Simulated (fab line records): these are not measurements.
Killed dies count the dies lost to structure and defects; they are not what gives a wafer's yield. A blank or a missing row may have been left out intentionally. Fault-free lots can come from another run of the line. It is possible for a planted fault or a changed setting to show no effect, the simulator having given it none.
Split-lot trial -- flow gf180mcu -- on a route of 602 steps: 5 lots, 23 wafers read

## ABOUT THE SPLIT
At GF_MVPSD_IMPLANT_08, the setting doseCm2 was moved away from the recipe's 1.5e+13 on 7 of the 23 wafers read, by -5.1% to +3.7%. All remaining wafers had this setting at the recipe value.

## FROM THE SPLIT TO THE READING: what the file shows between them, 3 steps
- GF_VT_IMPLANT_IMPLANT_30 (also split here: energyKev)
- GF_VT_IMPLANT_IMPLANT_41 (also split here: energyKev)
- GF_VT_IMPLANT_STRIP_42: strips in O2/N2

## THE READING
At GF_VT_IMPLANT_RS_MEAS_49, a four-point-probe measurement gives MVPSD_RS in ohm/sq. Typical for fault-free wafers on this fab line: 1166.8 ohm/sq, with standard deviation 2.9 ohm/sq.

wafer,"tool, chamber at the split",doseCm2 as run,against the recipe,"MVPSD_RS, ohm/sq",against lot-mates on the recipe
L075.1,"implanter-02, 0",1.5e+13,recipe,1169.6,-
L075.2,"implanter-02, 0",1.5e+13,recipe,1167.5,-
L075.4,"implanter-02, 0",1.5e+13,recipe,1168.6,-
L075.5,"implanter-02, 0",1.5e+13,recipe,1166.8,-
L075.6,"implanter-02, 0",1.5e+13,recipe,1166.5,-
L078.2,"implanter-02, 0",1.5e+13,recipe,1164.3,-
L078.4,"implanter-02, 0",1.5e+13,recipe,1162.8,-
L078.6,"implanter-02, 0",1.5e+13,recipe,1167.2,-
L077.1,"implanter-03, 0",1.424e+13,-5.1%,1194.6,+26.5
L077.2,"implanter-03, 0",1.5e+13,recipe,1168.1,-
L077.3,"implanter-03, 0",1.5e+13,recipe,1168.1,-
L077.4,"implanter-03, 0",1.424e+13,-5.1%,1195.1,+27.0
L077.6,"implanter-03, 0",1.424e+13,-5.1%,1200.0,+31.9
L081.2,"implanter-02, 0",1.448e+13,-3.5%,1181.8,+17.5
L081.3,"implanter-02, 0",1.5e+13,recipe,1164.1,-
L081.4,"implanter-02, 0",1.5e+13,recipe,1165.7,-
L081.5,"implanter-02, 0",1.448e+13,-3.5%,1183.7,+19.4
L081.6,"implanter-02, 0",1.5e+13,recipe,1163.0,-
L082.1,"implanter-02, 0",1.555e+13,+3.7%,1148.9,-20.0
L082.2,"implanter-02, 0",1.5e+13,recipe,1168.8,-
L082.3,"implanter-02, 0",1.5e+13,recipe,1166.3,-
L082.5,"implanter-02, 0",1.555e+13,+3.7%,1146.6,-22.3
L082.6,"implanter-02, 0",1.5e+13,recipe,1171.7,-

FIT RESULTS
A straight line over all 23 wafers: MVPSD_RS changes by -5.48 ohm/sq for each +1% of doseCm2; r = -0.98; the points scatter about the line by 2.6 ohm/sq.
The same after taking each lot's own level away (the mean of its wafers on the recipe; 23 wafers): -5.61 ohm/sq for each +1%; r = -0.99; scatter 1.7 ohm/sq.
That fit puts the effect of the largest move of doseCm2 on the reading at 28 ohm/sq.
The lots' own levels span 1164.27 to 1168.93 ohm/sq, that is 1.6 times the standard deviation above.
Hence the lot-to-lot level has little effect on the slope; both slopes agree.
Check: +28.8 ohm/sq against its lot-mates is what the line predicts for one of the wafers moved furthest among these (-5.1%) when that wafer is left out of the fit. Against them it came out at +26.5 ohm/sq.

## THESE WAFERS: OTHER SPLITS
These wafers also went through other splits before the reading. Each is held against what the fit with the lots' levels taken away leaves over:
other split on the same wafers,wafers away from the commonest value,r with MVPSD_RS (lot level and that fit taken away)
GF_STI_OXIDATION_01 oxTimeS,15,-0.04
GF_STI_PEB_10 pebTimeS,9,+0.21
GF_STI_WET_ETCH_26 tempC,18,-0.02
GF_DNWELL_STRIP_08 platenTempC,4,-0.22
GF_NWELL_IMPLANT_08 doseCm2,5,-0.07
GF_NWELL_IMPLANT_09 doseCm2,6,-0.06
GF_LVPWELL_IMPLANT_09 energyKev,12,+0.11
GF_MVSD_STRIP_10 powerW,6,+0.30
GF_VT_IMPLANT_IMPLANT_30 energyKev,6,-0.11
GF_VT_IMPLANT_IMPLANT_41 energyKev,9,+0.15

## FILE'S OWN FIT
MVPSD_RS changes by -5.6 ohm/sq for each +1% of doseCm2, r = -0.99.
